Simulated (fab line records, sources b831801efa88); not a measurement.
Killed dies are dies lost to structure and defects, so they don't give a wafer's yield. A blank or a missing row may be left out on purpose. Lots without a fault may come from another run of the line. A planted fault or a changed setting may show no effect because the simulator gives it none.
Which tool did it? | flow sky130 | 13 lots, 39 wafers sampled, at 4 steps of a route of 708

WHAT THE GAUGES READ, wafer by wafer
SKY_CONTACT_BOW_MEAS_05. Usual: CONTACT_BOW 82 um, standard deviation 7.
lot  | measured     | on            | CONTACT_BOW (um) | flag
L343 | day 29 14:55 | film_metro-01 | 85 82 78         |
L344 | day 30 08:23 | film_metro-02 | 90 86 84         |
L346 | day 31 00:49 | film_metro-02 | 89 89 86         |
L347 | day 31 10:01 | film_metro-03 | 83 82 85         |
L350 | day 32 17:10 | film_metro-01 | 87 79 73         |
L352 | day 33 23:28 | film_metro-02 | 86 79 95         |
L353 | day 34 04:45 | film_metro-03 | 91 80 78         |
L358 | day 35 06:10 | film_metro-01 | 82 83 77         |
L360 | day 36 02:39 | film_metro-03 | 82 82 84         |
L363 | day 36 19:16 | film_metro-01 | 81 79 81         |
L364 | day 37 03:57 | film_metro-03 | 94 76 80         |
L365 | day 37 11:37 | film_metro-02 | 81 86 86         |
L366 | day 37 21:01 | film_metro-03 | 77 74 84         |

SKY_METAL1_RS_MEAS_05: measures by four-point-probe. Usual: METAL1_ALCU_RS 0.1272 ohm/sq, standard deviation 0.002.
lot  | measured     | on            | METAL1_ALCU_RS (ohm/sq) | flag
L343 | day 30 20:22 | film_metro-02 | 0.1285 0.1272 0.1283    |
L344 | day 31 13:43 | film_metro-01 | 0.1291 0.1296 0.1307    |
L346 | day 32 06:19 | film_metro-02 | 0.1267 0.1280 0.1248    |
L347 | day 32 14:23 | film_metro-02 | 0.1259 0.1281 0.1292    |
L350 | day 33 22:27 | film_metro-02 | 0.1225 0.1258 0.1256    |
L352 | day 35 04:27 | film_metro-01 | 0.1245 0.1246 0.1234    |
L353 | day 35 09:55 | film_metro-01 | 0.1278 0.1272 0.1264    |
L358 | day 36 12:16 | film_metro-01 | 0.1254 0.1250 0.1255    |
L360 | day 37 08:44 | film_metro-02 | 0.1284 0.1273 0.1253    |
L363 | day 38 00:14 | film_metro-01 | 0.1276 0.1285 0.1296    |
L364 | day 38 08:02 | film_metro-02 | 0.1296 0.1288 0.1279    |
L365 | day 38 15:15 | film_metro-01 | 0.1269 0.1278 0.1260    |
L366 | day 39 00:03 | film_metro-04 | 0.1269 0.1262 0.1313    |

WHICH TOOL RAN EACH LOT (tool, then ch and the chambers of the sampled wafers, then the start)
lot  | SKY_LOCAL_INTERCONNECT_ETCH_13    | SKY_CONTACT_ETCH_17
L343 | rie_metal-01 ch 0,1, day 29 13:41 | rie_diel-01 ch 1,2, day 30 18:53
L344 | rie_metal-01 ch 1, day 30 07:02   | rie_diel-01 ch 0,3, day 31 11:49
L346 | rie_metal-04 ch 0,1, day 30 23:33 | rie_diel-04 ch 0,2,3, day 32 04:43
L347 | rie_metal-01 ch 0,1, day 31 08:24 | rie_diel-02 ch 0,1,3, day 32 12:49
L350 | rie_metal-02 ch 0,1, day 32 15:56 | rie_diel-04 ch 0,1,3, day 33 20:58
L352 | rie_metal-02 ch 0,1, day 33 22:14 | rie_diel-01 ch 1,2,3, day 35 02:58
L353 | rie_metal-01 ch 0,1, day 34 03:29 | rie_diel-01 ch 0,1,2, day 35 08:26
L358 | rie_metal-04 ch 0,1, day 35 04:56 | rie_diel-01 ch 0,2,3, day 36 10:41
L360 | rie_metal-04 ch 0,1, day 36 01:21 | rie_diel-04 ch 1,2,3, day 37 07:07
L363 | rie_metal-02 ch 0,1, day 36 17:59 | rie_diel-02 ch 0,1,3, day 37 22:43
L364 | rie_metal-01 ch 0,1, day 37 02:41 | rie_diel-04 ch 0,2,3, day 38 06:28
L365 | rie_metal-02 ch 0,1, day 37 10:23 | rie_diel-01 ch 0,2,3, day 38 13:46
L366 | rie_metal-01 ch 0,1, day 37 19:44 | rie_diel-04 ch 0,1, day 38 22:34
- SKY_LOCAL_INTERCONNECT_ETCH_13: etches BARC in N2/H2, stops on SiO2, time 45.9 s, target depth 60 nm.
- SKY_CONTACT_ETCH_17: etches SiO2 in C4F8/O2/Ar, stops on Si3N4, target depth 340 nm.

WHAT THE TOOLS THEMSELVES READ (means of the sampled wafers that have a number; where no wafer has one, the mark that the record gives instead)
SKY_LOCAL_INTERCONNECT_ETCH_13. Usual: bias_w 99.94 W, standard deviation 0.3; drypump_motor_current_A 5.9 A, standard deviation 0.5; oes_product_au 0.854 a.u., standard deviation 0.0052; throttle_valve_pct 13.226 %, standard deviation 0.0085.
lot  | tool         | bias_w (W) | drypump_motor_current_A (A) | oes_product_au (a.u.) | throttle_valve_pct (%) | flag
L343 | rie_metal-01 | 100.20     | 5.4                         | 0.855                 | 13.225                 |
L344 | rie_metal-01 | 99.91      | 5.0                         | 0.854                 | 13.232                 |
L346 | rie_metal-04 | 100.29     | 6.1                         | 0.852                 | 13.225                 |
L347 | rie_metal-01 | 99.74      | 5.9                         | 0.856                 | 13.234                 |
L350 | rie_metal-02 | 100.27     | 5.7                         | 0.854                 | 13.214                 |
L352 | rie_metal-02 | 99.73      | 5.7                         | 0.857                 | 13.233                 |
L353 | rie_metal-01 | 100.11     | 5.4                         | 0.850                 | 13.234                 |
L358 | rie_metal-04 | 99.68      | 6.1                         | 0.856                 | 13.223                 |
L360 | rie_metal-04 | 99.72      | 6.1                         | 0.854                 | 13.227                 |
L363 | rie_metal-02 | 99.40      | 5.7                         | 0.858                 | 13.228                 |
L364 | rie_metal-01 | 99.85      | 5.9                         | 0.852                 | 13.228                 |
L365 | rie_metal-02 | 100.42     | 6.0                         | 0.851                 | 13.233                 |
L366 | rie_metal-01 | 99.96      | 5.4                         | 0.849                 | 13.221                 |

SKY_CONTACT_ETCH_17. Usual: bias_w 1200 W, standard deviation 3.2; oes_product_au 0.891 a.u., standard deviation 0.0053.
lot  | tool        | bias_w (W) | oes_product_au (a.u.) | flag
L343 | rie_diel-01 | 1201       | 0.890                 |
L344 | rie_diel-01 | 1204       | 0.888                 |
L346 | rie_diel-04 | 1202       | 0.891                 |
L347 | rie_diel-02 | 1201       | 0.890                 |
L350 | rie_diel-04 | 1198       | 0.897                 |
L352 | rie_diel-01 | 1284       | 0.892                 | OFF
L353 | rie_diel-01 | 1283       | 0.889                 | OFF
L358 | rie_diel-01 | 1287       | 0.890                 | OFF
L360 | rie_diel-04 | 1201       | 0.886                 |
L363 | rie_diel-02 | 1201       | 0.884                 |
L364 | rie_diel-04 | 1202       | 0.890                 |
L365 | rie_diel-01 | 1198       | 0.894                 |
L366 | rie_diel-04 | 1196       | 0.891                 |

THE ANSWER, worked out from the rows above alone
Rule: a lot is off if the mean of its wafers that have a number lies more than 3 standard deviations from the usual mean. A lot without any number at a reading at which 4 lots or more have one is off too. The other lots that the step has rows for count as sound. The gauges are gone through in route order, then the tools' own readings, and for those a lot's mean is taken as printed above. The first step at which some lot is off is used, and at that step the reading that is off furthest; a lot without a number counts as furthest.
Off: L352, L353, L358, at SKY_CONTACT_ETCH_17 (bias_w).
A tool fits if, at that step or a process step before it, it ran every lot that is off, and no sound lot after the first of them. None of those tried fits.

WHAT THE SIMULATOR HAD PUT IN
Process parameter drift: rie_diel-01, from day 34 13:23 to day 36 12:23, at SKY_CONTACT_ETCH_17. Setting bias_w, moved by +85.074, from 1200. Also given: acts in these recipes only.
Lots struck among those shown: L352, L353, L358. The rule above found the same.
